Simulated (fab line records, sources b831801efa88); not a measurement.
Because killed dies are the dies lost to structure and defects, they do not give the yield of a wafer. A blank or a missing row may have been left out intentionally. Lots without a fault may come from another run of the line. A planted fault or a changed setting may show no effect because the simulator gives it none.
Which tool is to blame? :: flow gf180mcu :: 14 lots, 42 wafers sampled, at 4 steps of a route of 602

## WHAT THE GAUGES SHOWED, per wafer
GF_SAB_CD_MEAS_09 targets a cd of 420 nm.
lot: L354
measured: day 14 20:13
on: cd-sem-01
cd-nm (nm): 418.4 419.2 420.9

lot: L355
measured: day 15 09:53
on: cd-sem-01
cd-nm (nm): 422.2 420.3 421.4

lot: L356
measured: day 15 11:22
on: cd-sem-01
cd-nm (nm): 417.7 416.1 417.6

lot: L358
measured: day 16 04:26
on: cd-sem-01
cd-nm (nm): 416.6 418.1 416.8

lot: L360
measured: day 16 17:01
on: cd-sem-02
cd-nm (nm): 420.9 421.1 418.5

lot: L361
measured: day 17 07:19
on: cd-sem-01
cd-nm (nm): 419.2 418.7 418.7

lot: L362
measured: day 17 17:23
on: cd-sem-02
cd-nm (nm): 417.4 416.6 417.5

lot: L363
measured: day 18 07:43
on: cd-sem-02
cd-nm (nm): 420.4 418.5 418.5

lot: L364
measured: day 18 07:57
on: cd-sem-01
cd-nm (nm): 421.9 421.3 419.6

lot: L371
measured: day 21 03:28
on: cd-sem-02
cd-nm (nm): 419.0 417.5 420.0

lot: L372
measured: day 21 15:51
on: cd-sem-01
cd-nm (nm): 419.8 419.8 419.2

lot: L374
measured: day 21 22:02
on: cd-sem-02
cd-nm (nm): 421.5 420.6 419.7

lot: L375
measured: day 22 10:25
on: cd-sem-02
cd-nm (nm): 418.8 420.7 419.2

lot: L376
measured: day 22 11:28
on: cd-sem-01
cd-nm (nm): 416.2 418.2 418.0

GF_CONTACT_RS_MEAS_25: uses a four-point probe to measure.
lot: L354
measured: day 15 20:18
on: film-metro-02
CONTACT_W_RS (ohm/sq): 0.385 0.386 0.389

lot: L355
measured: day 16 11:37
on: film-metro-01
CONTACT_W_RS (ohm/sq): 0.383 0.387 0.383

lot: L356
measured: day 16 12:36
on: film-metro-02
CONTACT_W_RS (ohm/sq): 0.379 0.374 0.381

lot: L358
measured: day 17 05:01
on: film-metro-02
CONTACT_W_RS (ohm/sq): 0.383 0.377 0.383

lot: L360
measured: day 17 18:35
on: film-metro-04
CONTACT_W_RS (ohm/sq): 0.380 0.387 0.379

lot: L361
measured: day 18 09:16
on: film-metro-01
CONTACT_W_RS (ohm/sq): 0.385 0.389 0.386

lot: L362
measured: day 18 20:11
on: film-metro-02
CONTACT_W_RS (ohm/sq): 0.386 0.379 0.378

lot: L363
measured: day 19 10:40
on: film-metro-02
CONTACT_W_RS (ohm/sq): 0.381 0.386 0.375

lot: L364
measured: day 19 11:06
on: film-metro-04
CONTACT_W_RS (ohm/sq): 0.388 0.388 0.384

lot: L371
measured: day 22 05:56
on: film-metro-01
CONTACT_W_RS (ohm/sq): 0.376 0.371 0.378

lot: L372
measured: day 22 17:35
on: film-metro-04
CONTACT_W_RS (ohm/sq): 0.383 0.378 0.387

lot: L374
measured: day 22 23:59
on: film-metro-02
CONTACT_W_RS (ohm/sq): 0.381 0.386 0.374

lot: L375
measured: day 23 11:35
on: film-metro-02
CONTACT_W_RS (ohm/sq): 0.374 0.371 0.388

lot: L376
measured: day 23 12:35
on: film-metro-01
CONTACT_W_RS (ohm/sq): 0.381 0.378 0.379

GF_M1_CD_MEAS_14 targets a cd of 230 nm.
lot: L354
measured: day 16 19:59
on: cd-sem-02
cd-nm (nm): 228.5 228.6 228.8

lot: L355
measured: day 17 11:54
on: cd-sem-02
cd-nm (nm): 230.1 230.2 229.8

lot: L356
measured: day 17 12:40
on: cd-sem-01
cd-nm (nm): 231.8 231.2 232.2

lot: L358
measured: day 18 05:27
on: cd-sem-01
cd-nm (nm): 230.0 230.1 230.3

lot: L360
measured: day 18 19:34
on: cd-sem-01
cd-nm (nm): 229.3 228.7 230.1

lot: L361
measured: day 19 10:56
on: cd-sem-02
cd-nm (nm): 231.0 229.6 229.5

lot: L362
measured: day 19 21:52
on: cd-sem-01
cd-nm (nm): 229.7 231.1 229.7

lot: L363
measured: day 20 11:39
on: cd-sem-01
cd-nm (nm): 230.9 230.4 230.0

lot: L364
measured: day 20 12:34
on: cd-sem-01
cd-nm (nm): 229.9 230.1 228.6

lot: L371
measured: day 23 05:43
on: cd-sem-01
cd-nm (nm): 229.2 229.8 229.4

lot: L372
measured: day 23 16:31
on: cd-sem-02
cd-nm (nm): 229.8 230.8 229.3

lot: L374
measured: day 23 23:24
on: cd-sem-01
cd-nm (nm): 229.1 228.2 228.8

lot: L375
measured: day 24 09:53
on: cd-sem-01
cd-nm (nm): 230.1 230.9 229.4

lot: L376
measured: day 24 10:58
on: cd-sem-02
cd-nm (nm): 231.0 232.1 230.5

## EACH LOT AND THE TOOL THAT RAN IT (in order: tool; ch and the chambers of the sampled wafers; start)
lot: L354
GF_M1_SOFTBAKE_10: litho-track-03 ch 0, day 16 08:49

lot: L355
GF_M1_SOFTBAKE_10: litho-track-01 ch 0, day 16 23:30

lot: L356
GF_M1_SOFTBAKE_10: litho-track-03 ch 0, day 17 00:34

lot: L358
GF_M1_SOFTBAKE_10: litho-track-03 ch 0, day 17 17:54

lot: L360
GF_M1_SOFTBAKE_10: litho-track-04 ch 0, day 18 06:59

lot: L361
GF_M1_SOFTBAKE_10: litho-track-03 ch 0, day 18 22:23

lot: L362
GF_M1_SOFTBAKE_10: litho-track-03 ch 0, day 19 09:16

lot: L363
GF_M1_SOFTBAKE_10: litho-track-04 ch 0, day 19 23:40

lot: L364
GF_M1_SOFTBAKE_10: litho-track-04 ch 0, day 20 00:13

lot: L371
GF_M1_SOFTBAKE_10: litho-track-04 ch 0, day 22 18:40

lot: L372
GF_M1_SOFTBAKE_10: litho-track-01 ch 0, day 23 05:17

lot: L374
GF_M1_SOFTBAKE_10: litho-track-04 ch 0, day 23 11:40

lot: L375
GF_M1_SOFTBAKE_10: litho-track-03 ch 0, day 23 23:44

lot: L376
GF_M1_SOFTBAKE_10: litho-track-03 ch 0, day 24 00:19
- GF_M1_SOFTBAKE_10: time 60 s.

## WHAT THE TOOLS THEMSELVES READ (means of the sampled wafers that have a number; where no wafer has one, the mark that the record gives instead)
GF_M1_SOFTBAKE_10.
lot: L354
tool: litho-track-03
run-length-s (s): 89.34

lot: L355
tool: litho-track-01
run-length-s (s): 88.98

lot: L356
tool: litho-track-03
run-length-s (s): 89.27

lot: L358
tool: litho-track-03
run-length-s (s): 89.33

lot: L360
tool: litho-track-04
run-length-s (s): 89.16

lot: L361
tool: litho-track-03
run-length-s (s): 89.33

lot: L362
tool: litho-track-03
run-length-s (s): 89.32

lot: L363
tool: litho-track-04
run-length-s (s): 89.22

lot: L364
tool: litho-track-04
run-length-s (s): 89.40

lot: L371
tool: litho-track-04
run-length-s (s): 92.35

lot: L372
tool: litho-track-01
run-length-s (s): 88.90

lot: L374
tool: litho-track-04
run-length-s (s): 92.38

lot: L375
tool: litho-track-03
run-length-s (s): 89.22

lot: L376
tool: litho-track-03
run-length-s (s): 89.32

## THE ANSWER, worked out from the rows above alone
Rule: usual is defined by the lots themselves. The widest of any qualifying gaps counts: lots, ordered by their means at a reading, are off when they make up no more than a third of the lots, leave a main group of 4 or more, and stand apart from it by 3 or more times the standard deviation of that group's means. The tables above print the reading to a certain number of digits; a main group whose means all agree to those digits is not used. Also off: a lot with no number at a reading for which 4 or more lots have one. The other lots that the step has rows for count as sound. First the gauges in route order, then the tools' own readings, where a lot's mean is used as printed above. At the first step where some lot is off, the reading lying furthest off is the one used; lots without a number count as furthest.
Off: L371, L374, at GF_M1_SOFTBAKE_10 (run-length-s). The main group: mean 89.23 s, standard deviation 0.15.
If a tool, at that step or one of the process steps before it, ran each lot that is off and ran no sound lot following the first of them, it fits. One fits: litho-track-04 at GF_M1_SOFTBAKE_10. Its last sound lot is L364 (day 20 00:13), its first lot that is off L371 (day 22 18:40): a fault that began between those two fits.
On the lots that are off, the tool's own readings at GF_M1_SOFTBAKE_10 differ by more than 5 times the standard deviation of the sound lots' means, which bears it out; run-length-s reads 92.36 s there versus 89.23 s on the sound lots.

## WHAT THE SIMULATOR HAD PUT IN
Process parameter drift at GF_M1_SOFTBAKE_10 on litho-track-04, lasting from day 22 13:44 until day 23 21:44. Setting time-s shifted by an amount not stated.
Lots struck among those shown: L371, L374. Same finding as the rule above.
